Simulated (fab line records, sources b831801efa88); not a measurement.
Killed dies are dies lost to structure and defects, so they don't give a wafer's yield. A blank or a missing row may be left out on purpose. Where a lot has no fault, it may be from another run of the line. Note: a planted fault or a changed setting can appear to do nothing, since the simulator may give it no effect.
Split-lot experiment + flow gf180mcu + on a route of 602 steps: 5 lots, 22 wafers read

## THE SPLIT
At GF_MIM_EXPOSE_16 (exposes mask FuseTop, target cd 2000 nm), the setting dose mj was moved away from the recipe's 140 on 6 of the 22 wafers read, by -4.1% to -2.7%. All remaining wafers had this setting at the recipe value.

## FROM THE SPLIT TO THE READING: what the file shows between them, 2 steps
- GF_MIM_PEB_17
- GF_MIM_DEVELOP_18: develop time 60 s

## THE READING
MIM.cd nm (the simulator's own value, which no gauge read), in nm, at GF_MIM_METAL_ETCH_19 (etches the open film in Cl2/BCl3, stops on Si3N4, target depth 324.5 nm, time 54.1 s). The file gives no usual value for it. The 16 wafers here that ran the recipe average 2001 nm, standard deviation 2.9 nm.

| wafer  | tool, chamber at the split | dose mj as run | against the recipe | MIM.cd nm, nm | against lot-mates on the recipe |
|--------|----------------------------|----------------|--------------------|---------------|---------------------------------|
| L074.1 | iline stepper-01, 0        | 140            | recipe             | 2001          | -                               |
| L074.2 | iline stepper-01, 0        | 140            | recipe             | 1996          | -                               |
| L074.3 | iline stepper-01, 0        | 134.7          | -3.8%              | 2011          | +12                             |
| L074.4 | iline stepper-01, 0        | 140            | recipe             | 1999          | -                               |
| L074.5 | iline stepper-01, 0        | 134.7          | -3.8%              | 2010          | +11                             |
| L076.1 | iline stepper-02, 0        | 140            | recipe             | 2003          | -                               |
| L076.3 | iline stepper-02, 0        | 134.2          | -4.1%              | 2015          | +9                              |
| L076.4 | iline stepper-02, 0        | 140            | recipe             | 2008          | -                               |
| L076.5 | iline stepper-02, 0        | 140            | recipe             | 2006          | -                               |
| L076.6 | iline stepper-02, 0        | 134.2          | -4.1%              | 2019          | +13                             |
| L079.1 | iline stepper-01, 0        | 140            | recipe             | 1997          | -                               |
| L079.4 | iline stepper-01, 0        | 140            | recipe             | 2003          | -                               |
| L079.5 | iline stepper-01, 0        | 140            | recipe             | 1998          | -                               |
| L080.2 | iline stepper-01, 0        | 136.2          | -2.7%              | 2010          | +8                              |
| L080.3 | iline stepper-01, 0        | 136.2          | -2.7%              | 2009          | +8                              |
| L080.5 | iline stepper-01, 0        | 140            | recipe             | 2002          | -                               |
| L080.6 | iline stepper-01, 0        | 140            | recipe             | 2001          | -                               |
| L083.2 | iline stepper-01, 0        | 140            | recipe             | 2000          | -                               |
| L083.3 | iline stepper-01, 0        | 140            | recipe             | 2001          | -                               |
| L083.4 | iline stepper-01, 0        | 140            | recipe             | 2002          | -                               |
| L083.5 | iline stepper-01, 0        | 140            | recipe             | 2001          | -                               |
| L083.6 | iline stepper-01, 0        | 140            | recipe             | 2002          | -                               |

FIT RESULTS
A straight line over all 22 wafers: MIM.cd nm changes by -3.17 nm for each +1% of dose mj; r = -0.87; the points scatter about the line by 3 nm.
The same after taking each lot's own level away (the mean of its wafers on the recipe; 22 wafers): -2.92 nm for each +1%; r = -0.94; scatter 1.7 nm.
On that fit, the largest move of dose mj shifts the reading by 12 nm.
Measured against the standard deviation above, the lots' own levels, which go from 1998.7 to 2005.7 nm, span 2.4 times it.
The two slopes agree, so the slope changes little with the lot-to-lot level.
Check: with one of the wafers moved furthest among these (-4.1%) left out of the fit, the line predicts +12.9 nm for it against its lot-mates. Against them it came out at +9.33 nm.

## OTHER SPLITS APPLIED TO THESE WAFERS
Before the reading, these wafers also passed through other splits. Each is held against what the fit with the lots' levels taken away leaves over:
| other split on the same wafers       | wafers away from the commonest value | r with MIM.cd nm (lot level and that fit taken away) |
|--------------------------------------|--------------------------------------|------------------------------------------------------|
| GF_M4_PEB_12 peb temp c              | 11                                   | +0.06                                                |
| GF_V4_CVD_00 sih4 flow sccm          | 10                                   | +0.01                                                |
| GF_V4_COAT_09 resist thk nm          | 6                                    | +0.06                                                |
| GF_V4_PEB_12 peb temp c              | 7                                    | +0.08                                                |
| GF_V4_SPUTTER_21 chamber pressure pa | 17                                   | -0.07                                                |
| GF_MIM_SPUTTER_08 time s             | 7                                    | -0.03                                                |

## THE FILE'S OWN FIT
MIM.cd nm changes by -2.92 nm for each +1% of dose mj, r = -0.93.
